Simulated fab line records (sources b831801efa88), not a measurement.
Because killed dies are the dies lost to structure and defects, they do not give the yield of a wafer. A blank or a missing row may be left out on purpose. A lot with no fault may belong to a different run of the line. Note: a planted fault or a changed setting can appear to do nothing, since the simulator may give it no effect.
fab line records ; flow sky130 ; part 2 of 2: steps 30 to 37 of 37
record: lots: 5; wafers: 15; lastDay: 50
route steps=708 shown METAL3@570 VIA3@573 METAL4@598 CAP2M@603
lots with no fault: from the same line, run without faults
startH: hours from the record's first day to the start of the lot's first wafer shown ; waitH: hours from the lot's prior step to this one ; " as in the row above ; L1.1+2: a row that stands for several wafers ; - no value present, or no start provided ; * or withheld: withheld ; < > ~ a bound
route shown NAME@n: names a module that has steps shown in the file, with the first one's number in the route ; usual: mean/standard deviation taken from wafers without a fault ; same: alike in all rows ; chamber/n: place in a boat ; sites: per-site readings ; _std_site: the standard deviation of these ; _edge_site: outer sites' mean less inner sites' ; radiusMm: how far each site lies from the wafer's centre ; mask NAME#n: copy n ; behind: the tool/chamber that last shaped the wafer ; hold: reason for holding the lot/hours on hold/outcome of the hold ; device: which transistor (n, p or np) failed to switch ; end of line: the route-end tests of the same wafers ; step lacking rows: just its recipe ; killed: count of dies lost to structure and defects at first sort (not the wafer's yield) ; map: a wafer's dies, x killed, . not, _ none there
set.NAME: the setting that was run; set.NAME@STEP: the one run at that earlier step ; model.NAME: the simulator's own value behind a step, which no gauge read
lots seen at some steps along the route; tables by step, rows by wafer
services: when a tool's chamber went out of use (startH, in hours from the record's first day, below 0 if earlier), for how many hours, and the reason
== steps ==
step: SKY_METAL4_SPUTTER_01
recipe: material: TiN; targetThkNm: 20; powerW: 6500; timeS: 16.7; chamberPressurePa: 0.4
usual: chamberPressurePa: 0.4001/0.00088; throttleValvePct: 29.8/1.4
lot.wafer;tool;chamber;startH;waitH;chamberPressurePa;throttleValvePct
L080.2;pvdSputter-04;-;968.72;0.0;0.3989;28.9
L080.5;pvdSputter-04;-;968.72;0.0;0.4001;32.0
L080.6;pvdSputter-04;-;968.72;0.0;0.3993;30.5
L082.1;pvdSputter-02;-;983.01;0.0;0.3999;29.3
L082.2;pvdSputter-02;-;983.01;0.0;0.3998;28.7
L082.5;pvdSputter-02;-;983.01;0.0;0.4001;29.1
L088.1;pvdSputter-02;-;1022.58;0.0;0.4001;28.4
L088.2;pvdSputter-02;-;1022.58;0.0;0.4004;29.1
L088.6;pvdSputter-02;-;1022.58;0.0;0.4001;29.1
L089.2;pvdSputter-02;-;1038.81;0.0;0.3992;29.0
L089.4;pvdSputter-02;-;1038.81;0.0;0.4008;28.6
L089.6;pvdSputter-02;-;1038.81;0.0;0.4012;29.3
L095.1;pvdSputter-02;-;1068.25;0.0;0.4012;29.2
L095.4;pvdSputter-02;-;1068.25;0.0;0.4001;28.6
L095.5;pvdSputter-02;-;1068.25;0.0;0.4000;29.2
step: SKY_METAL4_SPUTTER_02
recipe: material: AlCu; targetThkNm: 735; powerW: 10600; timeS: 39.1; chamberPressurePa: 0.4
usual: chamberPressurePa: 0.4000/0.00096; throttleValvePct: 29.8/1.4
lot.wafer;tool;chamber;startH;waitH;chamberPressurePa;throttleValvePct
L080.2;pvdSputter-04;-;968.75;0.0;0.4003;28.8
L080.5;pvdSputter-04;-;968.75;0.0;0.4016;32.2
L080.6;pvdSputter-04;-;968.75;0.0;0.3986;30.5
L082.1;pvdSputter-02;-;983.04;0.0;0.3990;29.2
L082.2;pvdSputter-02;-;983.04;0.0;0.3992;28.7
L082.5;pvdSputter-02;-;983.04;0.0;0.4008;29.1
L088.1;pvdSputter-02;-;1022.61;0.0;0.3995;28.7
L088.2;pvdSputter-02;-;1022.61;0.0;0.4023;29.1
L088.6;pvdSputter-02;-;1022.61;0.0;0.4021;28.9
L089.2;pvdSputter-02;-;1038.83;0.0;0.4021;28.9
L089.4;pvdSputter-02;-;1038.83;0.0;0.3997;28.6
L089.6;pvdSputter-02;-;1038.83;0.0;0.4003;29.4
L095.1;pvdSputter-02;-;1068.28;0.0;0.3984;29.3
L095.4;pvdSputter-02;-;1068.28;0.0;0.3994;28.5
L095.5;pvdSputter-02;-;1068.28;0.0;0.3994;29.3
step: SKY_METAL4_SPUTTER_03
recipe: material: Ti; targetThkNm: 5; powerW: 3000; timeS: 3.3; chamberPressurePa: 0.4
usual: chamberPressurePa: 0.3999/0.00079; throttleValvePct: 29.8/1.4
lot.wafer;tool;chamber;startH;waitH;chamberPressurePa;throttleValvePct
L080.2;pvdSputter-04;-;968.79;0.0;0.3987;28.9
L080.5;pvdSputter-04;-;968.79;0.0;0.3995;32.0
L080.6;pvdSputter-04;-;968.79;0.0;0.4005;30.5
L082.1;pvdSputter-02;-;983.07;0.0;0.4004;29.3
L082.2;pvdSputter-02;-;983.07;0.0;0.3993;28.5
L082.5;pvdSputter-02;-;983.07;0.0;0.4001;29.0
L088.1;pvdSputter-02;-;1022.64;0.0;0.4003;28.6
L088.2;pvdSputter-02;-;1022.64;0.0;0.4003;29.1
L088.6;pvdSputter-02;-;1022.64;0.0;0.4018;28.8
L089.2;pvdSputter-02;-;1038.87;0.0;0.3997;28.9
L089.4;pvdSputter-02;-;1038.87;0.0;0.4005;28.5
L089.6;pvdSputter-02;-;1038.87;0.0;0.3999;29.3
L095.1;pvdSputter-02;-;1068.32;0.0;0.3993;29.4
L095.4;pvdSputter-02;-;1068.32;0.0;0.4007;28.3
L095.5;pvdSputter-02;-;1068.32;0.0;0.4000;29.0
step: SKY_METAL4_SPUTTER_04
recipe: material: TiN; targetThkNm: 70; powerW: 6500; timeS: 58.3; chamberPressurePa: 0.4
usual: chamberPressurePa: 0.4001/0.00083; throttleValvePct: 29.8/1.4
lot.wafer;tool;chamber;startH;waitH;chamberPressurePa;throttleValvePct
L080.2;pvdSputter-04;-;968.81;0.0;0.4005;28.8
L080.5;pvdSputter-04;-;968.81;0.0;0.4005;32.0
L080.6;pvdSputter-04;-;968.81;0.0;0.4007;30.4
L082.1;pvdSputter-02;-;983.09;0.0;0.3998;29.1
L082.2;pvdSputter-02;-;983.09;0.0;0.4009;28.4
L082.5;pvdSputter-02;-;983.09;0.0;0.3986;29.3
L088.1;pvdSputter-02;-;1022.66;0.0;0.4003;28.8
L088.2;pvdSputter-02;-;1022.66;0.0;0.4006;29.1
L088.6;pvdSputter-02;-;1022.66;0.0;0.4007;28.9
L089.2;pvdSputter-02;-;1038.89;0.0;0.3993;29.2
L089.4;pvdSputter-02;-;1038.89;0.0;0.4009;28.4
L089.6;pvdSputter-02;-;1038.89;0.0;0.4016;29.2
L095.1;pvdSputter-02;-;1068.34;0.0;0.4000;29.1
L095.4;pvdSputter-02;-;1068.34;0.0;0.3999;28.3
L095.5;pvdSputter-02;-;1068.34;0.0;0.3989;29.2
step: SKY_CAP2M_CVD_00
recipe: material: SiO2; targetThkNm: 15.5; tempC: 400; timeS: withheld; rfW: 450
usual: heaterPowerW: 679/75
lot.wafer;tool;chamber;startH;waitH;heaterPowerW
L080.2;pecvd-01;0;968.86;0.0;639
L080.5;pecvd-01;2;968.86;0.0;759
L080.6;pecvd-01;0;968.86;0.0;654
L082.1;pecvd-01;1;983.14;0.0;721
L082.2;pecvd-01;0;983.14;0.0;621
L082.5;pecvd-01;0;983.14;0.0;620
L088.1;pecvd-01;1;1022.71;0.0;735
L088.2;pecvd-01;2;1022.71;0.0;707
L088.6;pecvd-01;2;1022.71;0.0;720
L089.2;pecvd-03;0;1038.94;0.0;577
L089.4;pecvd-03;0;1038.94;0.0;603
L089.6;pecvd-03;2;1038.94;0.0;641
L095.1;pecvd-03;1;1068.38;0.0;714
L095.4;pecvd-03;0;1068.38;0.0;638
L095.5;pecvd-03;1;1068.38;0.0;717
step: SKY_CAP2M_THK_MEAS_01
recipe: reads: SiO2_of_CAP2M_CVD_00
usual: CAP2M_CVD_00_THK: 15.45/0.25
lot.wafer;tool;chamber;startH;waitH;CAP2M_CVD_00_THK[nm]
L080.2;filmMetro-03;-;968.89;-;15.32
L080.5;filmMetro-03;-;968.89;-;15.44
L080.6;filmMetro-03;-;968.89;-;15.62
L082.1;filmMetro-03;-;983.16;-;15.02
L082.2;filmMetro-03;-;983.16;-;15.30
L082.5;filmMetro-03;-;983.16;-;15.53
L088.1;filmMetro-03;-;1022.74;-;15.08
L088.2;filmMetro-03;-;1022.74;-;14.97
L088.6;filmMetro-03;-;1022.74;-;15.14
L089.2;filmMetro-02;-;1038.98;-;15.45
L089.4;filmMetro-02;-;1038.98;-;15.34
L089.6;filmMetro-02;-;1038.98;-;15.76
L095.1;filmMetro-02;-;1068.41;-;15.40
L095.4;filmMetro-02;-;1068.41;-;15.72
L095.5;filmMetro-02;-;1068.41;-;15.68
step: SKY_CAP2M_SPUTTER_02
recipe: material: TiN; targetThkNm: 200; tempC: 300; powerW: 6500; timeS: 166.7; chamberPressurePa: 0.4
usual: chamberPressurePa: 0.4001/0.00077; throttleValvePct: 29.8/1.1
lot.wafer;tool;chamber;startH;waitH;chamberPressurePa;throttleValvePct
L080.2;pvdSputter-01;-;968.94;0.0;0.4000;30.8
L080.5;pvdSputter-01;-;968.94;0.0;0.4020;29.0
L080.6;pvdSputter-01;-;968.94;0.0;0.3998;31.0
L082.1;pvdSputter-03;-;983.22;0.1;0.4001;29.4
L082.2;pvdSputter-03;-;983.22;0.1;0.4004;27.5
L082.5;pvdSputter-03;-;983.22;0.1;0.3989;29.5
L088.1;pvdSputter-01;-;1022.80;0.1;0.3999;29.2
L088.2;pvdSputter-01;-;1022.80;0.1;0.3996;29.9
L088.6;pvdSputter-01;-;1022.80;0.1;0.3993;30.6
L089.2;pvdSputter-01;-;1039.03;0.0;0.4010;29.1
L089.4;pvdSputter-01;-;1039.03;0.0;0.4000;30.8
L089.6;pvdSputter-01;-;1039.03;0.0;0.3999;31.0
L095.1;pvdSputter-01;-;1068.47;0.1;0.3999;29.2
L095.4;pvdSputter-01;-;1068.47;0.1;0.3999;30.2
L095.5;pvdSputter-01;-;1068.47;0.1;0.4004;30.0
step: SKY_CAP2M_RS_MEAS_03
recipe: thkMeasGauge: four-point-probe; reads: TiN_of_CAP2M_SPUTTER_02
usual: CAP2M_TIN_RS: 6.90/0.082
lot.wafer;tool;chamber;startH;waitH;CAP2M_TIN_RS[ohm/sq]
L080.2;filmMetro-04;-;969.07;0.1;6.94
L080.5;filmMetro-04;-;969.07;0.1;6.91
L080.6;filmMetro-04;-;969.07;0.1;6.96
L082.1;filmMetro-02;-;983.33;0.1;6.88
L082.2;filmMetro-02;-;983.33;0.1;6.88
L082.5;filmMetro-02;-;983.33;0.1;6.88
L088.1;filmMetro-04;-;1022.91;0.1;6.85
L088.2;filmMetro-04;-;1022.91;0.1;6.80
L088.6;filmMetro-04;-;1022.91;0.1;6.86
L089.2;filmMetro-03;-;1039.16;0.1;6.76
L089.4;filmMetro-03;-;1039.16;0.1;6.81
L089.6;filmMetro-03;-;1039.16;0.1;6.83
L095.1;filmMetro-03;-;1068.58;0.1;6.89
L095.4;filmMetro-03;-;1068.58;0.1;6.90
L095.5;filmMetro-03;-;1068.58;0.1;6.91
== services ==
tool;chamber;startH;hours;kind
krfScanner-01;-;919.63;1.3;pm
rieDiel-04;-;921.14;2.8;pm
cmp-01;-;926.83;20.7;pm
krfScanner-02;-;930.02;4.0;pm
pvdSputter-02;-;937.43;0.5;repair
krfScanner-01;-;938.84;1.1;repair
pvdSputter-01;-;943.68;4.6;repair
cmp-02;-;953.28;0.9;repair
cmp-02;-;984.13;2.3;repair
cmp-02;-;995.68;3.3;repair
pvdSputter-04;-;1000.32;8.0;repair
cmp-02;-;1006.34;2.3;repair
cmp-01;-;1011.57;0.7;repair
krfScanner-01;-;1019.37;0.8;pm
hdpcvd-02;1;1020.66;58.1;repair
pecvd-01;0;1021.92;9.0;repair
krfScanner-01;-;1028.90;1.0;pm
krfScanner-01;-;1033.66;0.8;repair
pecvd-01;2;1041.89;10.6;repair
cmp-01;-;1045.47;1.6;repair
pvdSputter-01;-;1046.73;9.5;repair
cmp-01;-;1054.27;0.3;repair
cmp-02;-;1055.90;1.3;repair
rieDiel-03;-;1065.28;2.8;pm
